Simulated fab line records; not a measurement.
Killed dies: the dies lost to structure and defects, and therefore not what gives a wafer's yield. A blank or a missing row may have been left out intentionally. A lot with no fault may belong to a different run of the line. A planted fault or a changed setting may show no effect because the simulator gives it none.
A struck lot beside a sound one    flow sky130    15 out of 708 route steps
Sound: the wafers L276.2, L276.3, L276.4. Struck: wafers L280.2, L280.3, L280.4. The cause comes at the end.
Per side, at each step with rows, come the tool, then ch with its chambers, and then its first start. Under that, the readings that differ: sound wafers    struck wafers    difference of the means    sigmas: that difference in standard deviations of wafers without a fault.
alike: same words and numbers on both sides, and readings whose means sit less than 2 such deviations apart. not compared: any withheld reading, any reading some wafer has no value for, any bound like >300 that may hide the same value, and any number with overlapping values for which the record gives no deviation.
Wherever a step has rows on one side only, a row that says differs or no value, or a row with sigmas, the two part there. Numbers that don't overlap but have no deviation are shown without sigmas and don't part them. A reading missing from all wafers of one side parts the sides only when that side holds two or more wafers.

SKY_VT_ADJUST_PCH_TW_MEAS_10:
  sound: filmMetro-04 at day 13 10:50; struck: filmMetro-02 at day 14 10:52
  alike: VT_ADJUST_PCH_TW
then, 7 steps without rows for these wafers: SKY_SONOS_TUNNEL_DEHYDRATE_00 (time 60 s); SKY_SONOS_TUNNEL_HMDS_01 (prime time 60 s); SKY_SONOS_TUNNEL_COAT_02 (resist thk 1140 nm); SKY_SONOS_TUNNEL_SOFTBAKE_03 (time 60 s); SKY_SONOS_TUNNEL_EXPOSE_04 (exposes mask TUNM, target cd 410 nm); SKY_SONOS_TUNNEL_PEB_05; SKY_SONOS_TUNNEL_DEVELOP_06 (develop time 60 s).
SKY_SONOS_TUNNEL_CD_MEAS_07: target cd 410 nm.
  sound: cdSem-02 at day 14 12:38; struck: cdSem-02 at day 15 13:52
  alike: cdNm
SKY_SONOS_TUNNEL_OVL_MEAS_08:
  sound: overlay-02 at day 14 12:45; struck: overlay-01 at day 15 13:58
  alike: SONOS_TUNNEL_OVL
then, 2 steps without rows for these wafers: SKY_SONOS_TUNNEL_IMPLANT_09; SKY_SONOS_TUNNEL_WET_ETCH_10 (etches SiO2 in dHF, target depth 14 nm, time 280 s).
SKY_SONOS_TUNNEL_STRIP_11: strips in SPM, time 600 s.
  sound on wetBench-02 ch 1, day 14 13:01; struck on wetBench-03 ch 1, day 15 14:14
  no value came back on the struck wafers for bathGuardTempC (C), bathHeatDutyPct (%), timeS (s); on the sound wafers bathGuardTempC (C) reads 130.6 130.6 130.5
reading                                           sound  struck          difference  sigmas
model.NOVOLAK_of_SONOS_TUNNEL_COAT_02.thkNm (nm)  0 0 0  1146 1142 1146  +1145       
SKY_SONOS_TUNNEL_TW_MEAS_12:
  sound: filmMetro-01 at day 14 13:12; struck: filmMetro-03 at day 15 14:26
  alike: SONOS_TUNNEL_TW
-- here the record skips 33 days between the struck wafers' starts before and after, leaving off in module SONOS_TUNNEL and picking up in module PAD_OPEN (first step shown: number 708 of the route) --
SKY_PAD_OPEN_PROBE_99:
  sound: prober-01 at day 48 04:05; struck: prober-02 at day 49 00:13
reading           sound     struck       difference  sigmas
killedAtFrontEnd  19 13 16  421 425 425  +408        +99 or more
killedDies        79 91 95  492 492 492  +404        +44
killedOnRim       11 22 18  96 96 96     +79         +20
  alike: killed_at_M0_to_M3, killed_at_M4_up, killedAtContacts, killedAtOther, killedOpen, killedShort

WHERE THEY PART
Earliest at SKY_SONOS_TUNNEL_STRIP_11; latest, in this record, at SKY_PAD_OPEN_PROBE_99.

WHY: what the simulator had put in
Skipped step whole: wetBench-03, from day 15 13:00 on, at SKY_SONOS_TUNNEL_STRIP_11. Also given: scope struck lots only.
